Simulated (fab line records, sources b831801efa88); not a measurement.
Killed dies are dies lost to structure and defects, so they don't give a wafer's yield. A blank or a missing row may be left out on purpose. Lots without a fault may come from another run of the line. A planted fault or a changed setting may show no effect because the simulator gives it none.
Which tool did it? | flow gf180mcu | 6 lots, 18 wafers sampled, at 2 steps of a route of 602

WHAT THE GAUGES READ, wafer by wafer
GF_SAB_THK_MEAS_01.
lot  | measured     | on            | SAB_CVD_00_THK (nm)
L804 | day 15 03:32 | film_metro-03 | 50.0 50.5 50.4
L807 | day 16 12:53 | film_metro-03 | 50.6 51.1 50.1
L809 | day 17 03:06 | film_metro-01 | 49.5 50.8 49.6
L813 | day 18 10:39 | film_metro-03 | 49.8 51.6 50.6
L819 | day 20 20:35 | film_metro-01 | 39.7 38.8 39.8
L822 | day 21 16:26 | film_metro-03 | 49.3 49.5 51.0

WHICH TOOL RAN EACH LOT (tool, then ch and the chambers of the sampled wafers, then the start)
lot  | GF_SAB_CVD_00
L804 | pecvd-04 ch 0,2, day 15 03:31
L807 | pecvd-01 ch 1,2, day 16 12:52
L809 | pecvd-02 ch 0,1,2, day 17 03:03
L813 | pecvd-04 ch 0,2, day 18 10:37
L819 | pecvd-02 ch 0,2, day 20 20:33
L822 | pecvd-04 ch 0,1, day 21 16:24
- GF_SAB_CVD_00: deposits SiO2 from TEOS, target thk 50 nm, time 4.9302 s.

THE ANSWER, worked out from the rows above alone
Rule: what is usual is taken from the lots themselves. Put in order of their means at a reading, lots are off if they are a third of the lots or fewer, leave a main group of 4 or more, and stand apart from it by a gap of 3 or more times the standard deviation of the main group's means; of several such gaps the widest counts. A main group whose means are all the same, to the digits that the tables above print for the reading, isn't used. A lot without any number at a reading at which 4 lots or more have one is off too. The other lots that the step has rows for count as sound.
Off: L819, at GF_SAB_THK_MEAS_01 (SAB_CVD_00_THK). The main group: mean 50.3 nm, standard deviation 0.31.
A tool fits if, at a process step before that reading, it ran every lot that is off, and no sound lot after the first of them. The gauges at GF_SAB_THK_MEAS_01 are tried like those tools. Can't be told from this: 2 tools fit, pecvd-02 at GF_SAB_CVD_00, film_metro-01 at GF_SAB_THK_MEAS_01.

WHAT THE SIMULATOR HAD PUT IN
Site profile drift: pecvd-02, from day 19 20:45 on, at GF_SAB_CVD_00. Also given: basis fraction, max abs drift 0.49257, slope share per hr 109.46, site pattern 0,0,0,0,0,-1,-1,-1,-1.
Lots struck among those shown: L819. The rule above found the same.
